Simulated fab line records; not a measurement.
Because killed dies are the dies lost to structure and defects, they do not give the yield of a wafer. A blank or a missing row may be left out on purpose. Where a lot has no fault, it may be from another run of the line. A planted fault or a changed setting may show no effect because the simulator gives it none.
Which of the tools did it? :: flow gf180mcu :: 39 wafers from 13 lots sampled at 3 of the route's 602 steps

## WHAT EACH GAUGE READ, for each wafer
GF_TOP_METAL_THK_MEAS_06: measures by xrf. Usual: TOP_METAL_ALCU_THK 900 nm, standard deviation 10.
lot: L181
measured: day 27 18:59
on: film-metro-02
TOP_METAL_ALCU_THK (nm): 918 912 914
flag: 

lot: L182
measured: day 28 09:25
on: film-metro-01
TOP_METAL_ALCU_THK (nm): 888 886 891
flag: 

lot: L184
measured: day 28 20:59
on: film-metro-01
TOP_METAL_ALCU_THK (nm): 902 887 901
flag: 

lot: L185
measured: day 29 00:05
on: film-metro-02
TOP_METAL_ALCU_THK (nm): 903 895 897
flag: 

lot: L186
measured: day 29 07:52
on: film-metro-01
TOP_METAL_ALCU_THK (nm): 895 901 892
flag: 

lot: L187
measured: day 29 18:52
on: film-metro-03
TOP_METAL_ALCU_THK (nm): 909 906 908
flag: 

lot: L188
measured: day 29 22:02
on: film-metro-03
TOP_METAL_ALCU_THK (nm): 920 918 919
flag: 

lot: L189
measured: day 30 06:43
on: film-metro-03
TOP_METAL_ALCU_THK (nm): 901 900 906
flag: 

lot: L190
measured: day 30 16:32
on: film-metro-01
TOP_METAL_ALCU_THK (nm): 897 895 888
flag: 

lot: L192
measured: day 30 23:41
on: film-metro-03
TOP_METAL_ALCU_THK (nm): 903 900 901
flag: 

lot: L193
measured: day 31 02:38
on: film-metro-02
TOP_METAL_ALCU_THK (nm): 910 905 916
flag: 

lot: L194
measured: day 31 14:13
on: film-metro-02
TOP_METAL_ALCU_THK (nm): 897 893 896
flag: 

lot: L195
measured: day 31 20:38
on: film-metro-03
TOP_METAL_ALCU_THK (nm): 904 897 903
flag: 

## WHICH TOOL RAN EACH LOT (tool, then ch and the chambers of the sampled wafers, then the start)
lot: L181
GF_POLY_GATE_STRIP_14: plasma-asher-04 ch 0,1, day 9 12:08
GF_TOP_METAL_SPUTTER_03: pvd-sputter-04, day 27 18:49

lot: L182
GF_POLY_GATE_STRIP_14: plasma-asher-03 ch 0,1, day 9 19:56
GF_TOP_METAL_SPUTTER_03: pvd-sputter-01, day 28 09:15

lot: L184
GF_POLY_GATE_STRIP_14: plasma-asher-04 ch 0,1, day 10 09:13
GF_TOP_METAL_SPUTTER_03: pvd-sputter-04, day 28 20:49

lot: L185
GF_POLY_GATE_STRIP_14: plasma-asher-03 ch 0,1, day 10 13:44
GF_TOP_METAL_SPUTTER_03: pvd-sputter-04, day 28 23:55

lot: L186
GF_POLY_GATE_STRIP_14: plasma-asher-04 ch 0,1, day 10 21:16
GF_TOP_METAL_SPUTTER_03: pvd-sputter-02, day 29 07:42

lot: L187
GF_POLY_GATE_STRIP_14: plasma-asher-04 ch 0,1, day 11 07:19
GF_TOP_METAL_SPUTTER_03: pvd-sputter-02, day 29 18:40

lot: L188
GF_POLY_GATE_STRIP_14: plasma-asher-03 ch 0,1, day 11 12:40
GF_TOP_METAL_SPUTTER_03: pvd-sputter-02, day 29 21:52

lot: L189
GF_POLY_GATE_STRIP_14: plasma-asher-03 ch 0,1, day 11 20:05
GF_TOP_METAL_SPUTTER_03: pvd-sputter-01, day 30 06:34

lot: L190
GF_POLY_GATE_STRIP_14: plasma-asher-03 ch 0,1, day 12 06:26
GF_TOP_METAL_SPUTTER_03: pvd-sputter-01, day 30 16:22

lot: L192
GF_POLY_GATE_STRIP_14: plasma-asher-04 ch 0,1, day 12 15:50
GF_TOP_METAL_SPUTTER_03: pvd-sputter-01, day 30 23:31

lot: L193
GF_POLY_GATE_STRIP_14: plasma-asher-04 ch 0,1, day 12 20:38
GF_TOP_METAL_SPUTTER_03: pvd-sputter-01, day 31 02:28

lot: L194
GF_POLY_GATE_STRIP_14: plasma-asher-04 ch 0,1, day 13 08:11
GF_TOP_METAL_SPUTTER_03: pvd-sputter-04, day 31 14:02

lot: L195
GF_POLY_GATE_STRIP_14: plasma-asher-04 ch 0,1, day 13 13:41
GF_TOP_METAL_SPUTTER_03: pvd-sputter-02, day 31 20:28
- GF_POLY_GATE_STRIP_14: strips in O2/N2.
- GF_TOP_METAL_SPUTTER_03: material Ti, target thk 5 nm, time 3.3 s.

## WHAT THE TOOLS THEMSELVES READ (means of the sampled wafers that have a number; where no wafer has one, the mark that the record gives instead)
GF_POLY_GATE_STRIP_14. Usual: drypump-motor-current-A 5.6 A, standard deviation 0.34; heater-power-w 337 W, standard deviation 37; oes-product-au 0.504 a.u., standard deviation 0.0043.
lot: L181
tool: plasma-asher-04
drypump-motor-current-A (A): 5.9
heater-power-w (W): 340
oes-product-au (a.u.): 0.504
flag: 

lot: L182
tool: plasma-asher-03
drypump-motor-current-A (A): 5.4
heater-power-w (W): 308
oes-product-au (a.u.): 0.500
flag: 

lot: L184
tool: plasma-asher-04
drypump-motor-current-A (A): 5.8
heater-power-w (W): 369
oes-product-au (a.u.): 0.507
flag: 

lot: L185
tool: plasma-asher-03
drypump-motor-current-A (A): 5.2
heater-power-w (W): 324
oes-product-au (a.u.): 0.508
flag: 

lot: L186
tool: plasma-asher-04
drypump-motor-current-A (A): 5.9
heater-power-w (W): 337
oes-product-au (a.u.): 0.501
flag: 

lot: L187
tool: plasma-asher-04
drypump-motor-current-A (A): 6.0
heater-power-w (W): 344
oes-product-au (a.u.): 0.507
flag: 

lot: L188
tool: plasma-asher-03
drypump-motor-current-A (A): 5.4
heater-power-w (W): 317
oes-product-au (a.u.): 0.501
flag: 

lot: L189
tool: plasma-asher-03
drypump-motor-current-A (A): 5.2
heater-power-w (W): 323
oes-product-au (a.u.): 0.499
flag: 

lot: L190
tool: plasma-asher-03
drypump-motor-current-A (A): 5.4
heater-power-w (W): 319
oes-product-au (a.u.): 0.511
flag: 

lot: L192
tool: plasma-asher-04
drypump-motor-current-A (A): 5.9
heater-power-w (W): 342
oes-product-au (a.u.): 0.503
flag: 

lot: L193
tool: plasma-asher-04
drypump-motor-current-A (A): 5.8
heater-power-w (W): 371
oes-product-au (a.u.): 0.506
flag: 

lot: L194
tool: plasma-asher-04
drypump-motor-current-A (A): 5.9
heater-power-w (W): 344
oes-product-au (a.u.): 0.505
flag: 

lot: L195
tool: plasma-asher-04
drypump-motor-current-A (A): 5.9
heater-power-w (W): 338
oes-product-au (a.u.): 0.502
flag: 

GF_TOP_METAL_SPUTTER_03. Usual: 29.7 % for throttle-valve-pct, sd 0.81.
lot: L181
tool: pvd-sputter-04
throttle-valve-pct (%): 30.1
flag: 

lot: L182
tool: pvd-sputter-01
throttle-valve-pct (%): 29.9
flag: 

lot: L184
tool: pvd-sputter-04
throttle-valve-pct (%): 29.9
flag: 

lot: L185
tool: pvd-sputter-04
throttle-valve-pct (%): 29.3
flag: 

lot: L186
tool: pvd-sputter-02
throttle-valve-pct (%): 29.6
flag: 

lot: L187
tool: pvd-sputter-02
throttle-valve-pct (%): 29.5
flag: 

lot: L188
tool: pvd-sputter-02
throttle-valve-pct (%): 29.4
flag: 

lot: L189
tool: pvd-sputter-01
throttle-valve-pct (%): 30.0
flag: 

lot: L190
tool: pvd-sputter-01
throttle-valve-pct (%): 30.8
flag: 

lot: L192
tool: pvd-sputter-01
throttle-valve-pct (%): 28.9
flag: 

lot: L193
tool: pvd-sputter-01
throttle-valve-pct (%): 29.2
flag: 

lot: L194
tool: pvd-sputter-04
throttle-valve-pct (%): 29.1
flag: 

lot: L195
tool: pvd-sputter-02
throttle-valve-pct (%): 29.9
flag: 

## THE ANSWER, worked out from the rows above alone
Rule: a lot counts as off when the mean over its wafers that have a number is more than 3 standard deviations away from the usual mean. Also off: a lot with no number at a reading for which 4 or more lots have one. All remaining lots with rows at the step are treated as sound. Order of review: gauges by route order, followed by the tools' own readings, for which a lot's mean as printed above is used. The first step at which some lot is off is used, and at that step the reading that is off furthest; a lot without a number counts as furthest.
Across all readings shown, no lot is off: no conclusion can be drawn from this.

## WHAT THE SIMULATOR HAD INSERTED
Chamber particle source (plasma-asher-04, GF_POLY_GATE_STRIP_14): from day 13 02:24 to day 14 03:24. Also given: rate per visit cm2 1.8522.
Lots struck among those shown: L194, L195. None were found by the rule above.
